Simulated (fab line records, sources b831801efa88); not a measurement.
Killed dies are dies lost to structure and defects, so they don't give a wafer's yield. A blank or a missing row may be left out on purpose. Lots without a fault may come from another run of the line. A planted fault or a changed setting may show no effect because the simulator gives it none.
A struck lot beside a sound one | flow sky130 | 15 steps out of a route of 708
Sound: wafers L293.1, L293.2, L293.5. Struck: wafer L291.6. (L291.1, L291.3 of the same lot were not struck and are left out.) The cause comes at the end.
At each step with rows: each side's tool, then ch and its chambers, then its first start. Under that, the readings that differ: sound wafers | struck wafers | difference of the means | sigmas: that difference in standard deviations of wafers without a fault.
alike: readings whose means differ by less than 2 such deviations, and words and numbers that are the same on both sides. not compared: withheld readings, readings that some wafer has no value for, bounds like >300 that may hide the same value, and numbers for which the record gives no deviation and whose values overlap.
The two part at a step that has a row with sigmas, a row that says differs or no value, or rows on one side only. Numbers that don't overlap but have no deviation are shown without sigmas and don't part them. A reading that every wafer of one side lacks parts them only if that side has two wafers or more.

SKY_VIA2_CMP_02: polishes SiO2.
  sound on cmp-01 ch 0,1,3, day 40 03:14; struck on cmp-01 ch 3, day 39 13:11
  alike: motor_current_A
SKY_VIA2_BOW_MEAS_03:
  sound on film_metro-03, day 40 03:32; struck on film_metro-02, day 39 13:26
  alike: VIA2_BOW
then, 8 steps without rows for these wafers: SKY_VIA2_DEHYDRATE_04 (time 60 s); SKY_VIA2_HMDS_05 (prime time 60 s); SKY_VIA2_COAT_06 (resist thk 60 nm); SKY_VIA2_COAT_07 (resist thk 450 nm); SKY_VIA2_SOFTBAKE_08 (time 90 s); SKY_VIA2_EXPOSE_09 (exposes mask VIM2, target cd 200 nm); SKY_VIA2_PEB_10; SKY_VIA2_DEVELOP_11 (develop time 60 s).
SKY_VIA2_CD_MEAS_12: target cd 200 nm.
  sound on cd_sem-01, day 41 03:19; struck on cd_sem-01, day 40 14:16
  alike: cd_nm
SKY_VIA2_OVL_MEAS_13:
  sound on overlay-01, day 41 03:26; struck on overlay-01, day 40 14:23
  alike: VIA2_OVL
SKY_VIA2_ETCH_14: etches BARC in N2/H2, stops on SiO2, time 45.9 s, target depth 60 nm.
  sound on rie_diel-02 ch 0,1, day 41 03:28; struck on rie_diel-04 ch 1, day 40 14:25
  reading                                     | sound                | struck | difference | sigmas
  oes_product_au (a.u.)                       | 0.847 0.851 0.855    | 0.930  | +0.079     | +17
  run_length_s (s)                            | 73.7 74.9 73.6       | 70.1   | -4.0       | -9
  throttle_valve_pct (%)                      | 13.215 13.208 13.233 | 13.242 | +0.023     | +3
  model.KrF-thick_of_VIA2_COAT_07.thk_nm (nm) | 392.2 394 394.3      | 398.5  | +5.0       |
  alike: drypump_motor_current_A
  not compared: rf_hours_counter_h
SKY_VIA2_ETCH_15: etches SiO2 in C4F8/O2/Ar, stops on TiN, target depth 546 nm, time 84 s.
  sound on rie_diel-02 ch 0,1, day 41 03:31; struck on rie_diel-04 ch 1, day 40 14:28
  reading                                     | sound           | struck | difference | sigmas
  model.KrF-thick_of_VIA2_COAT_07.thk_nm (nm) | 283 284.2 284.2 | 291.9  | +8.1       |
  alike: oes_product_au, run_length_s
SKY_VIA2_STRIP_16: strips in O2/N2.
  sound on plasma_asher-02 ch 0,1, day 41 03:35; struck on plasma_asher-02 ch 1, day 40 14:32
  reading                      | sound             | struck | difference | sigmas
  drypump_motor_current_A (A)  | 4.8 5.8 5.8       | 4.7    | -0.8       | -2
  strip_time_to_endpoint_s (s) | 4.048 4.056 4.051 | 4.150  | +0.098     | +4
  alike: oes_product_au
  not compared: rf_hours_counter_h

WHERE THEY PART
First at SKY_VIA2_ETCH_14; last, within this record, at SKY_VIA2_STRIP_16.

WHY: what the simulator had put in
Process parameter drift: rie_diel-04, from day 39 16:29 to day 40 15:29, at SKY_VIA2_ETCH_14. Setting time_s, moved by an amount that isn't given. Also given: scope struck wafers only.
